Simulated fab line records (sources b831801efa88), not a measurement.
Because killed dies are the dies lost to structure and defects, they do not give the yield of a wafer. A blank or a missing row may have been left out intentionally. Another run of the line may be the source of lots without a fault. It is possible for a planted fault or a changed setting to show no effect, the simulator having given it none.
A struck lot beside a sound one :: flow sky130 :: 43 out of 708 route steps
Sound: these wafers, L985.3, L985.4, L985.5. Struck: wafer L999.3 (L999.1, L999.4, from the same lot, were not struck and are left out); the cause is given at the end.
For every step that has rows: the tool of each side, followed by ch and its chambers, followed by its first start. Under that, the readings that differ: sound wafers :: struck wafers :: difference of the means :: sigmas: that difference in standard deviations of wafers without a fault.
alike: readings whose means differ by less than 2 such deviations, and words and numbers that are the same on both sides. not compared: withheld readings, readings that some wafer has no value for, bounds like >300 that may hide the same value, and numbers for which the record gives no deviation and whose values overlap.
A row with sigmas, a row that says differs or no value, or rows on one side alone: a step with any of these is where the two part. Numbers that have no deviation but don't overlap get no sigmas and don't part them. A reading missing from all wafers of one side parts the sides only when that side holds two or more wafers.

first, 5 steps without rows for these wafers: SKY_VIA4_COAT_06 (resist thk 1140 nm); SKY_VIA4_SOFTBAKE_07 (time 60 s); SKY_VIA4_EXPOSE_08 (exposes mask VIM4, target cd 800 nm); SKY_VIA4_PEB_09; SKY_VIA4_DEVELOP_10 (develop time 60 s).
SKY_VIA4_OVL_MEAS_11:
  sound on overlay-02 at day 44 05:23; struck on overlay-02 at day 47 09:17
  alike: VIA4_OVL
SKY_VIA4_ETCH_12: etches SiO2 in C4F8/O2/Ar, stops on TiN, target depth 580 nm.
  sound on rie diel-03 ch 1,3, day 44 05:25; struck on rie diel-01 ch 0, day 47 09:19
reading: oes product au (a.u.)
sound: 0.927 0.919 0.935
struck: 0.917
difference: -0.010
sigmas: -2
then, 5 steps without rows for these wafers: SKY_VIA4_STRIP_13 (strips in O2/N2); SKY_VIA4_STRIP_14 (strips in post etch residue remover, time 1200 s); SKY_VIA4_CLEAN_15 (cleans in IPA, time 180 s); SKY_VIA4_CLEAN_16 (cleans in O3/DIW); SKY_VIA4_SPUTTER_17 (material TiN, target thk 20 nm, time 80 s).
SKY_VIA4_CVD_18: deposits W, target thk 505 nm, time 152.14 s.
  sound on cvd w-01 ch 0,1, day 44 06:11; struck on cvd w-02 ch 0, day 47 10:07
  alike: heater power w
  not compared: since wet clean h
SKY_VIA4_RS_MEAS_19: uses a four-point probe to measure.
  sound on film metro-02 at day 44 06:20; struck on film metro-01 at day 47 10:16
  alike: VIA4_W_RS
SKY_VIA4_THK_MEAS_20: measures by xrf.
  sound on film metro-02 at day 44 06:26; struck on film metro-01 at day 47 10:23
  alike: VIA4_W_THK
then, 2 steps without rows for these wafers: SKY_VIA4_CMP_21 (polishes, stops on SiO2, t overpolish 25 s, target thk 0 nm); SKY_METAL5_SPUTTER_00 (material Ti, target thk 15 nm, time 10 s).
SKY_METAL5_SPUTTER_01: material TiN, target thk 20 nm, time 16.7 s.
  sound on pvd sputter-02 at day 44 06:47; struck on pvd sputter-03 at day 47 10:46
reading: throttle valve pct (%)
sound: 28.8 32.0 31.8
struck: 28.5
difference: -2.4
sigmas: -2
SKY_METAL5_SPUTTER_02: material AlCu, target thk 1150 nm, time 61.2 s.
  sound on pvd sputter-02 at day 44 06:49; struck on pvd sputter-03 at day 47 10:47
  alike: throttle valve pct
then, 1 step without rows for these wafers: SKY_METAL5_SPUTTER_03 (material Ti, target thk 5 nm, time 3.3 s).
SKY_METAL5_SPUTTER_04: material TiN, target thk 70 nm, time 58.3 s.
  sound on pvd sputter-02 at day 44 06:53; struck on pvd sputter-03 at day 47 10:52
  alike: throttle valve pct
SKY_METAL5_RS_MEAS_05: uses a four-point probe to measure.
  sound on film metro-02 at day 44 06:59; struck on film metro-02 at day 47 10:54
  alike: METAL5_ALCU_RS
SKY_METAL5_THK_MEAS_06: measures by xrf.
  sound on film metro-02 at day 44 07:05; struck on film metro-02 at day 47 11:01
  alike: METAL5_ALCU_THK
then, 7 steps without rows for these wafers: SKY_METAL5_DEHYDRATE_07 (time 60 s); SKY_METAL5_HMDS_08 (prime time 60 s); SKY_METAL5_COAT_09 (resist thk 1800 nm); SKY_METAL5_SOFTBAKE_10 (time 60 s); SKY_METAL5_EXPOSE_11 (exposes mask MM5, target cd 1600 nm); SKY_METAL5_PEB_12; SKY_METAL5_DEVELOP_13 (develop time 60 s).
SKY_METAL5_DESCUM_14: chemistry O2, time 11 s.
  sound on rie metal-02 ch 0,1, day 45 04:45; struck on rie metal-01 ch 1, day 48 05:29
  alike: drypump motor current A, oes product au
  not compared: rf hours counter h
then, 6 steps without rows for these wafers: SKY_METAL5_METAL_ETCH_15 (etches the open film in Cl2/BCl3, stops on SiO2, target depth 1260 nm, time 252 s); SKY_METAL5_STRIP_16 (strips in O2/N2); SKY_METAL5_STRIP_17 (strips in post etch residue remover, time 1200 s); SKY_METAL5_CLEAN_18 (cleans in IPA, time 180 s); SKY_METAL5_CLEAN_19 (cleans in O3/DIW); SKY_PASSIVATION_CVD_00 (deposits SiO2, target thk 90 nm).
SKY_PASSIVATION_THK_MEAS_01:
  sound on film metro-01 at day 45 05:38; struck on film metro-03 at day 48 06:25
  alike: PASSIVATION_CVD_00_THK
then, 1 step without rows for these wafers: SKY_PASSIVATION_CVD_02 (deposits Si3N4, target thk 540 nm).
SKY_PASSIVATION_THK_MEAS_03:
  sound on film metro-04 at day 45 05:56; struck on film metro-03 at day 48 06:42
reading: PASSIVATION_CVD_02_THK (nm)
sound: 549 548 556
struck: 528
difference: -23
sigmas: -3
then, 2 steps without rows for these wafers: SKY_PASSIVATION_DEHYDRATE_04 (time 60 s); SKY_PASSIVATION_HMDS_05 (prime time 60 s).
SKY_PAD_OPEN_PROBE_99:
  sound on prober-01 at day 47 01:44; struck on prober-01 at day 49 19:47
reading: defect limited yield (%)
sound: 85.6 85.8 80.3
struck: 76.8
difference: -7.1
sigmas: -4

reading: killed_at_M4_up
sound: 0 1 3
struck: 65
difference: +64
sigmas: +37

reading: killed at contacts
sound: 19 23 27
struck: 11
difference: -12
sigmas: -2

reading: killed dies
sound: 71 70 97
struck: 114
difference: +35
sigmas: +4

reading: sort_bin_3_pad_short (%)
sound: 0.6 0.2 1.0
struck: 4.5
difference: +3.9
sigmas: +10

reading: sort_bin_5_function (%)
sound: 6.5 9.1 12.0
struck: 13.2
difference: +4.0
sigmas: +3

reading: sort n pass
sound: 421 422 395
struck: 378
difference: -35
sigmas: -4

reading: sort yield pct (%)
sound: 85.6 85.8 80.3
struck: 76.8
difference: -7.1
sigmas: -4

reading: model.etest.tester.sort n pass
sound: 421 422 395
struck: 378
difference: -35
sigmas: 

reading: model.etest.tester.sort yield pct (%)
sound: 85.57 85.77 80.28
struck: 76.83
difference: -7.04
sigmas: 

reading: model.etest.tester.sort_bin_5_pct (%)
sound: 6.504 9.146 11.99
struck: 13.21
difference: +4.00
sigmas: 

reading: model.etest.tester.sort_bin_3_pct (%)
sound: 0.6098 0.2033 1.016
struck: 4.472
difference: +3.862
sigmas: 
  alike: killed_at_M0_to_M3, killed at front end, killed at other, killed open, killed short, sort_bin_6_memory

== WHERE THEY PART ==
Earliest at SKY_VIA4_ETCH_12; latest, in this record, at SKY_PAD_OPEN_PROBE_99.

WHY: whatever the simulator had introduced
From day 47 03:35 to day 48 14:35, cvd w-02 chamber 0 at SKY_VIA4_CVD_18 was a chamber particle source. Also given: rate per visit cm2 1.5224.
